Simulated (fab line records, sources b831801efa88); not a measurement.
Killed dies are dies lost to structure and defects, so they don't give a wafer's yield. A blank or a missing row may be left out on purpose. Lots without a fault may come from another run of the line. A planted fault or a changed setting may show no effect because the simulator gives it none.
One fault seen from 2 desks | flow gf180mcu | each desk has only its own numbers; what lay behind them comes last

THE TOOL OWNER'S DESK: litho_track-01
The tool's own readings at GF_V3_PEB_12 (peb time 90 s): means of the sampled wafers that have a number, for each lot that ran on this tool. A lot is out of limits, marked OUT, if its mean lies more than 4 standard deviations from the usual mean; the brackets give that distance.
Columns: A = heater_power_total_W at GF_V3_PEB_12, usual 85.70 W; B = plate_temp_C at GF_V3_PEB_12, usual 134.99 C
lot  | first seen here | A               | B
L839 | day 22 08:47    | 85.75           | 134.98
L840 | day 23 06:56    | 85.62           | 135.12
L852 | day 27 05:13    | 85.68           | 135.10
L853 | day 27 11:40    | 80.51 (-64) OUT | 128.53 (-46) OUT
L859 | day 29 02:44    | 80.48 (-64) OUT | 128.77 (-44) OUT
This desk's finding: out of limits on L853, L859; first on L853, day 27 11:40 (heater_power_total_W at GF_V3_PEB_12). In limits: L839, L840, L852.

THE METROLOGY DESK
What the gauges read, lot by lot, whatever tool the lot ran on: means of the sampled wafers that have a number. A lot is out of limits, marked OUT, if its mean lies more than 4 standard deviations from the usual mean; the brackets give that distance.
Columns: A = M3_ALCU_RS at GF_M3_RS_MEAS_05, usual 0.0696 ohm/sq; B = M3_ALCU_THK at GF_M3_THK_MEAS_06, usual 452 nm; C = cd_nm at GF_V3_CD_MEAS_14, usual 259.9 nm
lot  | first seen here | A      | B   | C
L839 | day 20 08:01    | 0.0688 | 457 | 258.5
L840 | day 21 06:26    | 0.0709 | 441 | 259.4
L841 | day 21 14:04    | 0.0705 | 450 | 258.9
L846 | day 23 09:01    | 0.0697 | 445 | 259.4
L849 | day 24 13:07    | 0.0685 | 462 | 260.0
L850 | day 24 16:16    | 0.0695 | 455 | 258.3
L852 | day 25 09:58    | 0.0698 | 453 | 258.7
L853 | day 25 16:22    | 0.0698 | 447 | 237.1 (-21) OUT
L859 | day 27 10:16    | 0.0698 | 450 | 236.5 (-21) OUT
L860 | day 27 20:49    | 0.0688 | 456 | 260.2
L861 | day 28 00:32    | 0.0699 | 446 | 260.0
L862 | day 28 06:39    | 0.0693 | 456 | 259.4
This desk's finding: out of limits on L853, L859; first on L853, day 27 12:01 (cd_nm at GF_V3_CD_MEAS_14). In limits: L839, L840, L841, L846, L849, L850, L852, L860, L861, L862.

PUT TOGETHER
The tool owner's desk could have raised an alarm at day 27 11:40, on L853, L859.
The metrology desk could have raised an alarm at day 27 12:01, on L853, L859.
Of the lots named, all ran GF_V3_PEB_12 on litho_track-01.

WHAT THE SIMULATOR HAD PUT IN
Process parameter drift: litho_track-01, from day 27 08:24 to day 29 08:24, at GF_V3_PEB_12. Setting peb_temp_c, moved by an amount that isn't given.
Lots struck among those shown: L853, L859.
Hours from the fault's start to each desk's first reading out of limits: the tool owner's desk, 3; the metrology desk, 4.
